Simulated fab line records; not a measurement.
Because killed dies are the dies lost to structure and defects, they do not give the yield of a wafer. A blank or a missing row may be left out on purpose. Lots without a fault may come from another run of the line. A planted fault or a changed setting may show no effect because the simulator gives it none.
Comparing a struck lot with a sound one    flow sky130    19 out of 708 route steps
Sound: the wafers L997.1, L997.3, L997.6. The struck wafers were L100.1, L100.2, L100.4. The cause comes at the end.
Per side, at each step with rows, come the tool, then ch with its chambers, and then its first start. Under that, the readings that differ: sound wafers    struck wafers    difference of the means    sigmas: that difference in standard deviations of wafers without a fault.
alike: readings with means less than 2 such deviations apart, plus words and numbers identical on both sides. not compared: withheld readings, readings lacking a value on some wafer, bounds such as >300 that could conceal the same value, and numbers that have no deviation in the record and whose values overlap.
A row with sigmas, a row that says differs or no value, or rows on one side alone: a step with any of these is where the two part. When numbers do not overlap yet have no deviation, they are printed without sigmas and do not part them. A reading that every wafer of one side lacks parts them only if that side has two wafers or more.

first, 6 steps without rows for these wafers: SKY_RES_XHIGH_COAT_02 (resist thk 1140 nm); SKY_RES_XHIGH_SOFTBAKE_03 (time 60 s); SKY_RES_XHIGH_EXPOSE_04 (exposes mask URPM, target cd 1270 nm); SKY_RES_XHIGH_PEB_05; SKY_RES_XHIGH_DEVELOP_06 (develop time 60 s); SKY_RES_XHIGH_IMPLANT_07.
SKY_RES_XHIGH_STRIP_08: strips in O2/N2.
  sound on plasmaAsher-03 ch 0,1, day 27 12:27; struck on plasmaAsher-02 ch 0,1, day 28 14:31
  alike: drypumpMotorCurrentA, n2FlowSccm, oesProductAu, stripTimeToEndpointS
  not compared: rfHoursCounterH
SKY_RES_XHIGH_TW_MEAS_09:
  sound on filmMetro-01, day 27 12:33; struck on filmMetro-04, day 28 14:37
  alike: RES_XHIGH_TW
then, 4 steps without rows for these wafers: SKY_SD_N_DEHYDRATE_00 (time 60 s); SKY_SD_N_HMDS_01 (prime time 60 s); SKY_SD_N_COAT_02 (resist thk 1140 nm); SKY_SD_N_SOFTBAKE_03 (time 60 s).
SKY_SD_N_EXPOSE_04: exposes mask NSDM, target cd 380 nm.
  sound on ilineStepper-01 ch 0, day 28 02:35; struck on ilineStepper-02 ch 0, day 29 04:01
reading                     sound                 struck             difference  sigmas
model.SD_N.overlayXNm (nm)  -1.171 -1.171 -1.171  171.8 171.8 171.8  +173.0      
  alike: mask, reticleTempC
then, 2 steps without rows for these wafers: SKY_SD_N_PEB_05; SKY_SD_N_DEVELOP_06 (develop time 60 s).
SKY_SD_N_CD_MEAS_07 targets a cd of 380 nm.
  sound on cdSem-02, day 28 16:34; struck on cdSem-01, day 29 18:09
reading    sound              struck             difference  sigmas
cdNm (nm)  376.1 375.3 376.2  380.6 381.2 381.0  +5.1        +2
SKY_SD_N_OVL_MEAS_08:
  sound on overlay-02, day 28 16:41; struck on overlay-01, day 29 18:16
reading        sound           struck             difference  sigmas
SD_N_OVL (nm)  -2.2 -2.3 -6.0  171.6 172.1 171.5  +175.2      +99 or more
then, 1 step without rows for these wafers: SKY_SD_N_IMPLANT_09.
-- a jump in the record: the struck wafers' starts before and after are 17 days apart (it breaks off in module SD_N and resumes in module PAD_OPEN, where the first step shown is number 708 of the route) --
SKY_PAD_OPEN_PROBE_99:
  only the struck wafers here have rows in the record (prober-02, day 46 21:08); the sound ones have none

## WHERE THEY PART
At SKY_SD_N_CD_MEAS_07 first; at SKY_PAD_OPEN_PROBE_99 last (within this record only).

WHY: what had been put in by the simulator
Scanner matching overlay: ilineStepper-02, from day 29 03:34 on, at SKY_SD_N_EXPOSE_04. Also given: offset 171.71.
